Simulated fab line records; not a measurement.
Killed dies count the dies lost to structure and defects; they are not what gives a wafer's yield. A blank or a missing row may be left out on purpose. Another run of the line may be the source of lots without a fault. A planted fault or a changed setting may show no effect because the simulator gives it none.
Comparing a struck lot with a sound one :: flow sky130 :: 21 steps out of a route of 708
Sound: wafers L514.1, L514.2, L514.3. The struck wafers were L508.1, L508.3, L508.5. The cause is given at the end.
At each step with rows: each side's tool, then ch and its chambers, then its first start. Under that, the readings that differ: sound wafers :: struck wafers :: difference of the means :: sigmas: that difference in standard deviations of wafers without a fault.
alike: readings whose means differ by less than 2 such deviations, and words and numbers that are the same on both sides. not compared: withheld readings, readings that some wafer has no value for, bounds like >300 that may hide the same value, and numbers for which the record gives no deviation and whose values overlap.
Wherever a step has rows on one side only, a row that says differs or no value, or a row with sigmas, the two part there. Numbers that don't overlap but have no deviation are shown without sigmas and don't part them. A reading missing from all wafers of one side parts the sides only when that side holds two or more wafers.

first, 2 steps without rows for these wafers: SKY_LDD_HVP_PEB_05; SKY_LDD_HVP_DEVELOP_06 (develop time 60 s).
SKY_LDD_HVP_OVL_MEAS_07:
  sound on overlay-01, day 27 01:13; struck on overlay-01, day 25 08:02
  alike: LDD_HVP_OVL
then, 1 step without rows for these wafers: SKY_LDD_HVP_IMPLANT_08.
SKY_LDD_HVP_STRIP_09: strips in O2/N2.
  sound on plasma-asher-03 ch 0,1, day 27 01:24; struck on plasma-asher-01 ch 0,1, day 25 08:14
  alike: drypump-motor-current-A, oes-product-au, strip-time-to-endpoint-s
  not compared: rf-hours-counter-h
SKY_LDD_HVP_TW_MEAS_10:
  sound on film-metro-04, day 27 01:30; struck on film-metro-04, day 25 08:20
  alike: LDD_HVP_TW
then, 6 steps without rows for these wafers: SKY_LDD_LDN_DEHYDRATE_00 (time 60 s); SKY_LDD_LDN_HMDS_01 (prime time 60 s); SKY_LDD_LDN_COAT_02 (resist thk 1140 nm); SKY_LDD_LDN_SOFTBAKE_03 (time 60 s); SKY_LDD_LDN_EXPOSE_04 (exposes mask LDNTM, target cd 700 nm); SKY_LDD_LDN_PEB_05.
SKY_LDD_LDN_DEVELOP_06: develop time 60 s.
  sound on litho-track-03 ch 0, day 28 05:52; struck on litho-track-02 ch 0, day 26 13:43
SKY_LDD_LDN_OVL_MEAS_07:
  sound on overlay-01, day 28 06:01; struck on overlay-01, day 26 13:52
reading: LDD_LDN_OVL (nm)
sound: -0.4 -1.1 1.2
struck: - - -
difference: no value on the struck wafers
sigmas: 
then, 4 steps without rows for these wafers: SKY_LDD_LDN_IMPLANT_08; SKY_LDD_LDN_IMPLANT_09; SKY_LDD_LDN_IMPLANT_10; SKY_LDD_LDN_IMPLANT_11.
SKY_LDD_LDN_STRIP_12: strips in O2/N2.
  sound on plasma-asher-01 ch 0,1, day 28 06:39; struck on plasma-asher-04 ch 0,1, day 26 14:31
  alike: drypump-motor-current-A, oes-product-au, strip-time-to-endpoint-s
  not compared: rf-hours-counter-h
SKY_LDD_LDN_TW_MEAS_13:
  sound on film-metro-04, day 28 06:45; struck on film-metro-03, day 26 14:37
reading: LDD_LDN_TW
sound: 1484 1482 1479
struck: 30 30 30
difference: -1452
sigmas: -99 or more
then, 1 step without rows for these wafers: SKY_LDD_LDN_CLEAN_14 (cleans in SC1/SC2, time 150 s).

## WHERE THEY PART
First at SKY_LDD_LDN_OVL_MEAS_07; last, within this record, at SKY_LDD_LDN_TW_MEAS_13.

WHY: what had been put in by the simulator
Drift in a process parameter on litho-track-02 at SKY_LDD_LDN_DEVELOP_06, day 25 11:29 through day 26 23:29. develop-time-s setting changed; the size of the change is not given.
